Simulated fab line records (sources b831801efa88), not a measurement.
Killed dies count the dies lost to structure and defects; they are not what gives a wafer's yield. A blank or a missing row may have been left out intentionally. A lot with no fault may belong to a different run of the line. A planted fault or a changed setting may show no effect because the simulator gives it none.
fab line records ; flow sky130
record lots=13; wafers=39; last_day=50
route steps=708 shown VT_ADJUST_HVTR@140 GATE_OXIDE@197 LDD_HVP@285 POLY_CUT@316 PAD_OPEN@708
lots untouched by any fault: they come from a run of this same line in which no faults occurred
start_h: hours from the record's opening day to when the first of the lot's shown wafers began ; wait_h: hours from the lot's prior step to this one ; " unchanged from the row above ; L1.1+2: one row covering several wafers at once ; - either no value or no given start ; * or withheld: withheld ; < > ~ a bound
route shown NAME@n: a module of which the file shows steps, and the number in the route of the first ; usual: mean and standard deviation over wafers with no fault ; same: alike in all rows ; chamber/n: place in a boat ; sites: readings site by site ; _std_site: standard deviation of those values ; _edge_site: inner sites' mean taken away from outer sites' mean ; radius_mm: how far each site lies from the wafer's centre ; mask NAME#n: copy n ; behind: the tool/chamber that last shaped the wafer ; hold: reason for holding the lot/hours on hold/outcome of the hold ; device: which transistor (n, p or np) failed to switch ; end of line: at the end of the route, the tests of the same wafers ; for a step that has no rows: nothing shown but its recipe ; killed: dies lost to structure and defects at the first sort, not the wafer's yield ; map: shows each die of a wafer: x if killed, . if not, _ if none is there
set.NAME: the run value of the setting; set.NAME@STEP: its run value at that earlier step ; model.NAME: the simulator's own value behind a step, which no gauge read
the route's steps for a sample of lots (tables are steps, rows are wafers)
services: the hour from which a tool's chamber was out of use, counted from the record's first day as start_h (under 0 if before that day), plus the number of hours and why
## steps
# step SKY_VT_ADJUST_HVTR_IMPLANT_09
# recipe species=B; energy_kev=10; dose_cm2=2.1e+12; tilt_deg=withheld
# usual beam_on_s=10.01/0.19; dose_ions_cm2=2.0999e+12/2.2e+09; faraday_current_uA=11.83/0.22
lot.wafer;tool;chamber;start_h;wait_h;beam_on_s;dose_ions_cm2;faraday_current_uA
L620.1;implanter-02;0;195.77;0.0;10.21;2.0971e+12;11.62
L620.3;implanter-02;0;195.77;0.0;9.82;2.0965e+12;12.02
L620.4;implanter-02;0;195.77;0.0;10.45;2.0948e+12;11.25
L622.3;implanter-02;0;208.02;0.1;9.67;2.0993e+12;12.20
L622.4;implanter-02;0;208.02;0.1;10.34;2.0981e+12;11.45
L622.6;implanter-02;0;208.02;0.1;10.12;2.101e+12;11.73
L624.1;implanter-01;0;230.17;0.0;9.90;2.0996e+12;11.93
L624.2;implanter-01;0;230.17;0.0;9.88;2.1023e+12;11.96
L624.5;implanter-01;0;230.17;0.0;9.99;2.1018e+12;11.87
L626.1;implanter-02;0;242.61;0.0;10.00;2.8018e+12;15.74
L626.2;implanter-02;0;242.61;0.0;9.79;2.803e+12;16.15
L626.6;implanter-02;0;242.61;0.0;9.89;2.8039e+12;15.92
L627.1;implanter-01;0;246.46;0.0;9.59;2.1002e+12;12.29
L627.3;implanter-01;0;246.46;0.0;9.85;2.099e+12;12.01
L627.5;implanter-01;0;246.46;0.0;9.89;2.1028e+12;12.05
L628.2;implanter-02;0;252.85;0.0;9.96;2.7996e+12;15.82
L628.5;implanter-02;0;252.85;0.0;10.06;2.8011e+12;15.69
L628.6;implanter-02;0;252.85;0.0;10.08;2.7993e+12;15.74
L632.1;implanter-03;0;287.07;0.0;10.37;2.1009e+12;11.37
L632.4;implanter-03;0;287.07;0.0;10.19;2.0999e+12;11.59
L632.5;implanter-03;0;287.07;0.0;9.87;2.0991e+12;11.99
L634.2;implanter-01;0;299.05;0.0;9.92;2.1002e+12;11.87
L634.4;implanter-01;0;299.05;0.0;9.75;2.1013e+12;12.09
L634.5;implanter-01;0;299.05;0.0;10.01;2.099e+12;11.76
L637.2;implanter-02;0;335.78;0.0;10.32;2.1003e+12;11.44
L637.3;implanter-02;0;335.78;0.0;10.17;2.1013e+12;11.66
L637.4;implanter-02;0;335.78;0.0;9.65;2.1021e+12;12.22
L638.3;implanter-03;0;352.00;0.1;9.69;2.1006e+12;12.22
L638.5;implanter-03;0;352.00;0.1;9.72;2.1026e+12;12.16
L638.6;implanter-03;0;352.00;0.1;10.20;2.0998e+12;11.62
L639.3;implanter-03;0;353.00;0.1;9.98;2.1029e+12;11.83
L639.4;implanter-03;0;353.00;0.1;10.56;2.0985e+12;11.18
L639.5;implanter-03;0;353.00;0.1;10.11;2.1019e+12;11.66
L641.2;implanter-03;0;365.88;0.0;9.78;2.1003e+12;12.07
L641.5;implanter-03;0;365.88;0.0;10.25;2.098e+12;11.57
L641.6;implanter-03;0;365.88;0.0;9.59;2.1031e+12;12.32
L640.1;implanter-01;0;366.15;0.0;9.99;2.0984e+12;11.84
L640.2;implanter-01;0;366.15;0.0;9.69;2.0977e+12;12.18
L640.4;implanter-01;0;366.15;0.0;10.18;2.0969e+12;11.66
# step SKY_VT_ADJUST_HVTR_TW_MEAS_11
# usual VT_ADJUST_HVTR_TW=210.3/2.5
lot.wafer;tool;chamber;start_h;wait_h;hold;VT_ADJUST_HVTR_TW
L620.1;film_metro-03;-;196.02;0.1;-;206.3
L620.3;film_metro-03;-;196.02;0.1;-;206.2
L620.4;film_metro-03;-;196.02;0.1;-;207.4
L622.3;film_metro-04;-;208.24;0.1;-;212.2
L622.4;film_metro-04;-;208.24;0.1;-;212.4
L622.6;film_metro-04;-;208.24;0.1;-;211.9
L624.1;film_metro-04;-;230.42;0.1;-;213.7
L624.2;film_metro-04;-;230.42;0.1;-;211.3
L624.5;film_metro-04;-;230.42;0.1;-;211.8
L626.1;film_metro-04;-;242.86;0.1;await_dispo/0.2h/release;229.9
L626.2;film_metro-04;-;242.86;0.1;await_dispo/0.2h/release;230.2
L626.6;film_metro-04;-;242.86;0.1;await_dispo/0.2h/release;231.2
L626.1;film_metro-04;-;243.08;0.2;-;230.0
L626.2;film_metro-04;-;243.08;0.2;-;229.5
L626.6;film_metro-04;-;243.08;0.2;-;231.1
L627.1;film_metro-02;-;246.71;0.1;-;213.8
L627.3;film_metro-02;-;246.71;0.1;-;212.8
L627.5;film_metro-02;-;246.71;0.1;-;214.7
L628.2;film_metro-04;-;253.08;0.1;await_dispo/0.2h/release;230.4
L628.5;film_metro-04;-;253.08;0.1;await_dispo/0.2h/release;229.9
L628.6;film_metro-04;-;253.08;0.1;await_dispo/0.2h/release;229.7
L628.2;film_metro-04;-;253.31;0.2;-;229.9
L628.5;film_metro-04;-;253.31;0.2;-;229.6
L628.6;film_metro-04;-;253.31;0.2;-;230.0
L632.1;film_metro-04;-;287.32;0.1;-;212.5
L632.4;film_metro-04;-;287.32;0.1;-;212.4
L632.5;film_metro-04;-;287.32;0.1;-;212.1
L634.2;film_metro-03;-;299.28;0.1;-;207.0
L634.4;film_metro-03;-;299.28;0.1;-;206.8
L634.5;film_metro-03;-;299.28;0.1;-;207.7
L637.2;film_metro-03;-;336.02;0.1;-;206.2
L637.3;film_metro-03;-;336.02;0.1;-;206.4
L637.4;film_metro-03;-;336.02;0.1;-;206.0
L638.3;film_metro-02;-;352.22;0.1;-;211.6
L638.5;film_metro-02;-;352.22;0.1;-;211.7
L638.6;film_metro-02;-;352.22;0.1;-;212.0
L639.3;film_metro-02;-;353.22;0.1;-;211.7
L639.4;film_metro-02;-;353.22;0.1;-;212.3
L639.5;film_metro-02;-;353.22;0.1;-;212.3
L641.2;film_metro-02;-;366.11;0.1;-;212.8
L641.5;film_metro-02;-;366.11;0.1;-;212.7
L641.6;film_metro-02;-;366.11;0.1;-;213.0
L640.1;film_metro-03;-;366.40;0.1;-;206.1
L640.2;film_metro-03;-;366.40;0.1;-;207.0
L640.4;film_metro-03;-;366.40;0.1;-;206.4
# step SKY_GATE_OXIDE_OVL_MEAS_10
# usual GATE_OXIDE_OVL=-0.3/1.1
lot.wafer;tool;chamber;start_h;wait_h;GATE_OXIDE_OVL[nm]
L620.1;overlay-02;-;299.52;0.1;-1.0
L620.3;overlay-02;-;299.52;0.1;0.3
L620.4;overlay-02;-;299.52;0.1;0.3
L622.3;overlay-02;-;309.78;0.1;0.4
L622.4;overlay-02;-;309.78;0.1;0.5
L622.6;overlay-02;-;309.78;0.1;-0.3
L624.1;overlay-02;-;335.90;0.1;-0.2
L624.2;overlay-02;-;335.90;0.1;-0.7
L624.5;overlay-02;-;335.90;0.1;0.0
L626.1;overlay-01;-;351.15;0.1;-2.1
L626.2;overlay-01;-;351.15;0.1;-0.7
L626.6;overlay-01;-;351.15;0.1;-1.3
L627.1;overlay-01;-;359.67;0.1;0.4
L627.3;overlay-01;-;359.67;0.1;-0.7
L627.5;overlay-01;-;359.67;0.1;-0.9
L628.2;overlay-02;-;363.02;0.1;-0.8
L628.5;overlay-02;-;363.02;0.1;-0.7
L628.6;overlay-02;-;363.02;0.1;1.0
L632.1;overlay-02;-;402.35;0.1;2.0
L632.4;overlay-02;-;402.35;0.1;0.1
L632.5;overlay-02;-;402.35;0.1;-0.3
L634.2;overlay-01;-;418.62;0.1;-1.0
L634.4;overlay-01;-;418.62;0.1;1.1
L634.5;overlay-01;-;418.62;0.1;0.8
L637.2;overlay-02;-;462.77;0.1;2.3
L637.3;overlay-02;-;462.77;0.1;0.9
L637.4;overlay-02;-;462.77;0.1;1.3
L638.3;overlay-02;-;477.41;0.1;-0.4
L638.5;overlay-02;-;477.41;0.1;0.0
L638.6;overlay-02;-;477.41;0.1;-1.3
L639.3;overlay-02;-;481.38;0.1;-0.3
L639.4;overlay-02;-;481.38;0.1;-2.4
L639.5;overlay-02;-;481.38;0.1;-0.2
L641.2;overlay-02;-;492.17;0.1;-1.2
L641.5;overlay-02;-;492.17;0.1;0.1
L641.6;overlay-02;-;492.17;0.1;-0.1
L640.1;overlay-02;-;497.17;0.1;0.6
L640.2;overlay-02;-;497.17;0.1;0.5
L640.4;overlay-02;-;497.17;0.1;1.3
# step SKY_LDD_HVP_OVL_MEAS_07
# usual LDD_HVP_OVL=-0.3/1.3
lot.wafer;tool;chamber;start_h;wait_h;LDD_HVP_OVL[nm]
L620.1;overlay-01;-;482.00;0.1;-2.8
L620.3;overlay-01;-;482.00;0.1;1.6
L620.4;overlay-01;-;482.00;0.1;-3.7
L622.3;overlay-01;-;491.56;0.1;0.3
L622.4;overlay-01;-;491.56;0.1;-0.2
L622.6;overlay-01;-;491.56;0.1;0.3
L624.1;overlay-02;-;524.07;0.1;1.2
L624.2;overlay-02;-;524.07;0.1;0.0
L624.5;overlay-02;-;524.07;0.1;0.8
L626.1;overlay-01;-;540.60;0.1;-0.4
L626.2;overlay-01;-;540.60;0.1;1.5
L626.6;overlay-01;-;540.60;0.1;1.0
L627.1;overlay-01;-;554.67;0.1;-0.3
L627.3;overlay-01;-;554.67;0.1;0.8
L627.5;overlay-01;-;554.67;0.1;1.3
L628.2;overlay-02;-;554.97;0.1;1.1
L628.5;overlay-02;-;554.97;0.1;-0.9
L628.6;overlay-02;-;554.97;0.1;0.3
L632.1;overlay-02;-;592.04;0.1;-0.9
L632.4;overlay-02;-;592.04;0.1;-0.5
L632.5;overlay-02;-;592.04;0.1;-0.2
L634.2;overlay-01;-;608.57;0.1;-0.1
L634.4;overlay-01;-;608.57;0.1;-1.9
L634.5;overlay-01;-;608.57;0.1;0.3
L637.2;overlay-02;-;651.40;0.1;0.2
L637.3;overlay-02;-;651.40;0.1;-0.2
L637.4;overlay-02;-;651.40;0.1;1.1
L638.3;overlay-01;-;663.33;0.1;-1.1
L638.5;overlay-01;-;663.33;0.1;1.0
L638.6;overlay-01;-;663.33;0.1;0.8
L639.3;overlay-01;-;666.63;0.1;2.1
L639.4;overlay-01;-;666.63;0.1;1.1
L639.5;overlay-01;-;666.63;0.1;-0.5
L641.2;overlay-01;-;681.15;0.1;2.0
L641.5;overlay-01;-;681.15;0.1;1.0
L641.6;overlay-01;-;681.15;0.1;-0.7
L640.1;overlay-02;-;681.56;0.1;-3.4
L640.2;overlay-02;-;681.56;0.1;0.6
L640.4;overlay-02;-;681.56;0.1;-0.4
# step SKY_POLY_CUT_OVL_MEAS_09
# usual POLY_CUT_OVL=-4/6
lot.wafer;tool;chamber;start_h;wait_h;POLY_CUT_OVL[nm]
L620.1;overlay-01;-;544.54;0.1;-13
L620.3;overlay-01;-;544.54;0.1;-10
L620.4;overlay-01;-;544.54;0.1;-5
L622.3;overlay-01;-;555.63;0.1;2
L622.4;overlay-01;-;555.63;0.1;-4
L622.6;overlay-01;-;555.63;0.1;-12
L624.1;overlay-02;-;585.99;0.1;-4
L624.2;overlay-02;-;585.99;0.1;-3
L624.5;overlay-02;-;585.99;0.1;1
L626.1;overlay-01;-;600.67;0.1;-2
L626.2;overlay-01;-;600.67;0.1;-4
L626.6;overlay-01;-;600.67;0.1;8
L627.1;overlay-02;-;615.24;0.1;-8
L627.3;overlay-02;-;615.24;0.1;-5
L627.5;overlay-02;-;615.24;0.1;-10
L628.2;overlay-01;-;616.97;0.1;-3
L628.5;overlay-01;-;616.97;0.1;-12
L628.6;overlay-01;-;616.97;0.1;-7
L632.1;overlay-01;-;653.18;0.1;-6
L632.4;overlay-01;-;653.18;0.1;0
L632.5;overlay-01;-;653.18;0.1;4
L634.2;overlay-02;-;668.34;0.1;4
L634.4;overlay-02;-;668.34;0.1;-4
L634.5;overlay-02;-;668.34;0.1;-8
L637.2;overlay-01;-;710.79;0.1;7
L637.3;overlay-01;-;710.79;0.1;-4
L637.4;overlay-01;-;710.79;0.1;2
L638.3;overlay-01;-;721.15;0.1;-10
L638.5;overlay-01;-;721.15;0.1;-15
L638.6;overlay-01;-;721.15;0.1;-10
L639.3;overlay-01;-;727.50;0.1;-4
L639.4;overlay-01;-;727.50;0.1;-9
L639.5;overlay-01;-;727.50;0.1;-3
L641.2;overlay-01;-;740.32;0.1;-11
L641.5;overlay-01;-;740.32;0.1;-12
L641.6;overlay-01;-;740.32;0.1;0
L640.1;overlay-01;-;740.99;0.1;5
L640.2;overlay-01;-;740.99;0.1;-3
L640.4;overlay-01;-;740.99;0.1;2
# step SKY_PAD_OPEN_PROBE_99
# usual killed_at_M0_to_M3=44/7.2; killed_at_M4_up=3.1/1.7; killed_at_contacts=24/5.2; killed_at_front_end=15/4.1; killed_at_other=0.3/0.61; killed_dies=87/10; killed_open=48/7.5; killed_short=39/6.6
# same gross_dies=492; killed_at_back_side=0
lot.wafer;tool;chamber;start_h;wait_h;killed_at_M0_to_M3;killed_at_M4_up;killed_at_contacts;killed_at_front_end;killed_at_other;killed_dies;killed_open;killed_short
L632.1;prober-01;-;1144.06;0.1;36;1;22;15;0;74;44;30
L632.4;prober-01;-;1144.21;0.2;58;5;24;16;0;103;49;53
L632.5;prober-01;-;1144.26;0.2;45;2;30;19;0;96;52;44
# killed by level:class
L632.1 CONTACT:geometric_particle:open=13 VIA1:geometric_particle:open=10 VIA1:geometric_particle:short=5 VIA2:geometric_particle:open=5 FIELD_ISO:geometric_particle:open=4 POLY_GATE:geometric_particle:short=4 CONTACT:geometric_particle:short=4 VIA3:geometric_particle:open=4
L632.4 VIA1:geometric_particle:open=13 CONTACT:geometric_particle:open=9 METAL1:geometric_particle:short=9 FIELD_ISO:geometric_particle:short=7 LI_CONTACT:geometric_particle:open=7 VIA1:geometric_particle:short=7 METAL2:geometric_particle:short=7 VIA3:geometric_particle:open=6
L632.5 VIA1:geometric_particle:open=14 CONTACT:geometric_particle:open=9 CONTACT:geometric_particle:short=7 METAL1:geometric_particle:short=7 VIA3:geometric_particle:open=7 FIELD_ISO:geometric_particle:open=5 POLY_GATE:geometric_particle:short=5 LI_CONTACT:geometric_particle:open=5
## services
tool;chamber;start_h;hours;kind
implanter-03;-;172.84;6.3;repair
implanter-03;-;215.91;2.9;repair
implanter-02;-;217.64;3.0;repair
implanter-02;-;227.27;2.7;pm
implanter-01;-;237.92;2.0;repair
implanter-02;-;326.69;3.4;repair
implanter-02;-;346.72;1.6;repair
implanter-01;-;349.81;3.4;pm
## key
first_sign step=SKY_VT_ADJUST_HVTR_IMPLANT_09; reading=dose_ions_cm2; direction=up; sigmas=99+; usual=*; struck=*
effect step=SKY_VT_ADJUST_HVTR_IMPLANT_09; reading=faraday_current_uA; direction=up; sigmas=18; usual=11.83; struck=15.84
effect step=SKY_VT_ADJUST_HVTR_TW_MEAS_11; reading=visit; direction=added
effect step=SKY_VT_ADJUST_HVTR_TW_MEAS_11; reading=VT_ADJUST_HVTR_TW; direction=up; sigmas=8; usual=210.3; struck=230.2
met_at SKY_VT_ADJUST_HVTR_IMPLANT_09
struck_lots L626,L628
tester_left_out L626,L628
not_acting_at SKY_GATE_OXIDE_OVL_MEAS_10,SKY_LDD_HVP_OVL_MEAS_07,SKY_POLY_CUT_OVL_MEAS_09
onset_between 208.02 242.61
fault kind=process_parameter_drift; tool=implanter-02; chamber=-; onset_h=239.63; steps=SKY_VT_ADJUST_HVTR_IMPLANT_09; channel=dose_cm2; offset=*; shape=step; end_h=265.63; acts_in=*; stated=*
# tester_left_out: of these lots the tester's yield and bins aren't shown, on N5 and GAA mostly nor the transistor test; their killed dies are dies lost to structure and defects alone, not to doping, threshold or leakage, so they don't give the yield
